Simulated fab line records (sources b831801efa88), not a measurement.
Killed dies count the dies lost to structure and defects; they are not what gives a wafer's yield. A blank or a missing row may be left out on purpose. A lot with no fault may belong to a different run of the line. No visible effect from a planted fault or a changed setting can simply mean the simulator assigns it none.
Split-lot experiment	flow sky130	27 wafers read from 5 lots, route of 708 steps

== THE SPLIT ==
At SKY_METAL3_SPUTTER_01 (material TiN, target thk 20 nm, time 16.7 s), the setting time_s was moved away from the recipe's 16.7 s on 9 of the 27 wafers read, by -28.0% to +55.9%. For the rest of the wafers, this setting stayed at what the recipe calls for.

The split's own step is where the reading is taken.

== THE READING ==
TiN_of_METAL3_SPUTTER_01.thk_nm (the simulator's own value, which no gauge read), in nm, at SKY_METAL3_SPUTTER_01 (material TiN, target thk 20 nm, time 16.7 s). There is no usual value for it anywhere in the file. Here, 18 wafers ran the recipe; their average is 20.00 nm with a standard deviation of 0.27 nm.

wafer	tool, chamber at the split	time_s as run, s	against the recipe	TiN_of_METAL3_SPUTTER_01.thk_nm, nm	against lot-mates on the recipe
L078.2	pvd_sputter-02, -	16.7	recipe	19.69	-
L078.3	pvd_sputter-02, -	16.7	recipe	20.05	-
L078.4	pvd_sputter-02, -	16.7	recipe	19.93	-
L076.1	pvd_sputter-03, -	16.7	recipe	20.37	-
L076.2	pvd_sputter-03, -	16.7	recipe	19.98	-
L076.3	pvd_sputter-03, -	24.87	+48.9%	29.37	+9.41
L076.4	pvd_sputter-03, -	24.87	+48.9%	29.56	+9.60
L076.5	pvd_sputter-03, -	24.87	+48.9%	30.19	+10.23
L076.6	pvd_sputter-03, -	16.7	recipe	19.52	-
L080.1	pvd_sputter-03, -	12.03	-28.0%	14.91	-5.01
L080.2	pvd_sputter-03, -	16.7	recipe	19.6	-
L080.3	pvd_sputter-03, -	12.03	-28.0%	14.22	-5.70
L080.4	pvd_sputter-03, -	12.03	-28.0%	14.64	-5.28
L080.5	pvd_sputter-03, -	16.7	recipe	20.03	-
L080.6	pvd_sputter-03, -	16.7	recipe	20.12	-
L082.1	pvd_sputter-03, -	16.7	recipe	20.09	-
L082.2	pvd_sputter-03, -	16.7	recipe	20.18	-
L082.3	pvd_sputter-03, -	16.7	recipe	20.45	-
L082.4	pvd_sputter-03, -	16.7	recipe	20.12	-
L082.5	pvd_sputter-03, -	16.7	recipe	20.21	-
L082.6	pvd_sputter-03, -	16.7	recipe	20.31	-
L085.1	pvd_sputter-02, -	26.03	+55.9%	30.92	+11.15
L085.2	pvd_sputter-02, -	16.7	recipe	19.63	-
L085.3	pvd_sputter-02, -	16.7	recipe	19.64	-
L085.4	pvd_sputter-02, -	16.7	recipe	20.05	-
L085.5	pvd_sputter-02, -	26.03	+55.9%	30.67	+10.90
L085.6	pvd_sputter-02, -	26.03	+55.9%	31.24	+11.47

FIT RESULTS
A straight line over all 27 wafers: TiN_of_METAL3_SPUTTER_01.thk_nm changes by +0.196 nm for each +1% of time_s; r = +1.00; the points scatter about the line by 0.29 nm.
The same after taking each lot's own level away (the mean of its wafers on the recipe; 27 wafers): +0.198 nm for each +1%; r = +1.00; scatter 0.26 nm.
Per that fit: largest time_s move, reading shift of 11 nm.
Across the lots, their own levels run from 19.773 to 20.227 nm, a range of 1.7 times the standard deviation given above.
Consequently the slope shifts little with the lot-to-lot level, the two slopes agreeing.
Check: +11.1 nm against its lot-mates is what the line predicts for one of the wafers moved furthest among these (+55.9%) when that wafer is left out of the fit. It came out at +11.1 nm against them.

== THE OTHER SPLITS THESE WAFERS WENT THROUGH ==
Other splits were also applied to these wafers ahead of the reading. Each is held against what the fit with the lots' levels taken away leaves over:
other split on the same wafers	wafers away from the commonest value	r with TiN_of_METAL3_SPUTTER_01.thk_nm (lot level and that fit taken away)
SKY_METAL1_DEVELOP_14 develop_time_s	9	+0.25
SKY_METAL2_SPUTTER_03 time_s	9	-0.16

== FILE'S OWN FIT ==
TiN_of_METAL3_SPUTTER_01.thk_nm changes by +0.198 nm for each +1% of time_s, r = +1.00.
